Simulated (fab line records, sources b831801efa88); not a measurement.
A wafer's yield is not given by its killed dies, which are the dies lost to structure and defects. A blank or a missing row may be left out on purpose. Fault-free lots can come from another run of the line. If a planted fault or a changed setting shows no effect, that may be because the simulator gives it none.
Struck lot and sound lot, side by side :: flow sky130 :: 13 steps out of a route of 708
Sound: the wafers L799.2, L799.3, L799.6. The struck wafers were L803.3, L803.4, L803.6. At the end, the cause is stated.
Per side, at each step with rows, come the tool, then ch with its chambers, and then its first start. Under that, the readings that differ: sound wafers :: struck wafers :: difference of the means :: sigmas: that difference in standard deviations of wafers without a fault.
alike: words and numbers the same on both sides, and readings whose means are apart by under 2 such deviations; not compared: readings that were withheld, readings missing a value for some wafer, numbers with overlapping values and no deviation given by the record, and bounds like >300 which may hide the same value.
Wherever a step has rows on one side only, a row that says differs or no value, or a row with sigmas, the two part there. Numbers that have no deviation but don't overlap get no sigmas and don't part them. A reading that every wafer of one side lacks parts them only if that side has two wafers or more.

first, 3 steps without rows for these wafers: SKY_FIELD_ISO_EXPOSE_10 (exposes mask FOM, target cd 150 nm); SKY_FIELD_ISO_PEB_11; SKY_FIELD_ISO_DEVELOP_12 (develop time 60 s).
SKY_FIELD_ISO_CD_MEAS_13: the cd target is 150 nm.
  sound on cdSem-02, day 2 21:11; struck on cdSem-02, day 3 16:40
  alike: cdNm
SKY_FIELD_ISO_ETCH_14: etches BARC in N2/H2, stops on SiO2, time 45.9 s, target depth 60 nm.
  sound on rieDiel-02 ch 1,2, day 2 21:17; struck on rieDiel-02 ch 0,1,2, day 3 16:45
  alike: drypumpMotorCurrentA, oesProductAu, throttleValvePct
  not compared: rfHoursCounterH
SKY_FIELD_ISO_ETCH_15: etches the open film in CHF3/O2, stops on Si, target depth 180 nm, time 72 s.
  sound on rieDiel-02 ch 1,2, day 2 21:19; struck on rieDiel-02 ch 0,1,2, day 3 16:47
  alike: drypumpMotorCurrentA, oesProductAu, throttleValvePct
  not compared: rfHoursCounterH
SKY_FIELD_ISO_STRIP_16: strips in O2/N2.
  sound on plasmaAsher-01 ch 0,1, day 2 21:23; struck on plasmaAsher-04 ch 0,1, day 3 16:53
  alike: drypumpMotorCurrentA, oesProductAu, stripTimeToEndpointS
  not compared: rfHoursCounterH
SKY_FIELD_ISO_ETCH_17: etches Si in HBr/Cl2/O2, target depth 342 nm, time 97.7 s.
  sound on rieSi-02 ch 0,1,3, day 2 21:29; struck on rieSi-01 ch 2,3, day 3 16:57
reading: throttleValvePct (%)
sound: 25.646 25.637 25.647
struck: 25.668 25.654 25.670
difference: +0.021
sigmas: +2
  alike: drypumpMotorCurrentA, oesProductAu
  not compared: rfHoursCounterH
then, 4 steps without rows for these wafers: SKY_FIELD_ISO_WET_ETCH_18 (etches Si3N4 in H3PO4, target depth 25 nm, time 286 s); SKY_FIELD_ISO_CLEAN_19 (cleans in SC1/SC2, time 150 s); SKY_FIELD_ISO_CLEAN_20 (cleans in dHF, time 20 s); SKY_FIELD_ISO_WET_ETCH_21 (etches SiO2 in dHF, target depth 20 nm, time 400 s).
SKY_FIELD_ISO_OXIDATION_22: stabilise 600 s, purge 300 s, target thk 10 nm.
  sound on furnace-02 ch 0, day 2 21:50; struck on furnace-01, day 3 18:38
  no value came back on the struck wafers for oxTempC (C), oxTempCMax, tube_center_temp_C_max; on the sound wafers oxTempC (C) reads 950.2 950.1 950.4

WHERE THEY PART
First at SKY_FIELD_ISO_ETCH_17; last, within this record, at SKY_FIELD_ISO_OXIDATION_22.

WHY: whatever the simulator had introduced
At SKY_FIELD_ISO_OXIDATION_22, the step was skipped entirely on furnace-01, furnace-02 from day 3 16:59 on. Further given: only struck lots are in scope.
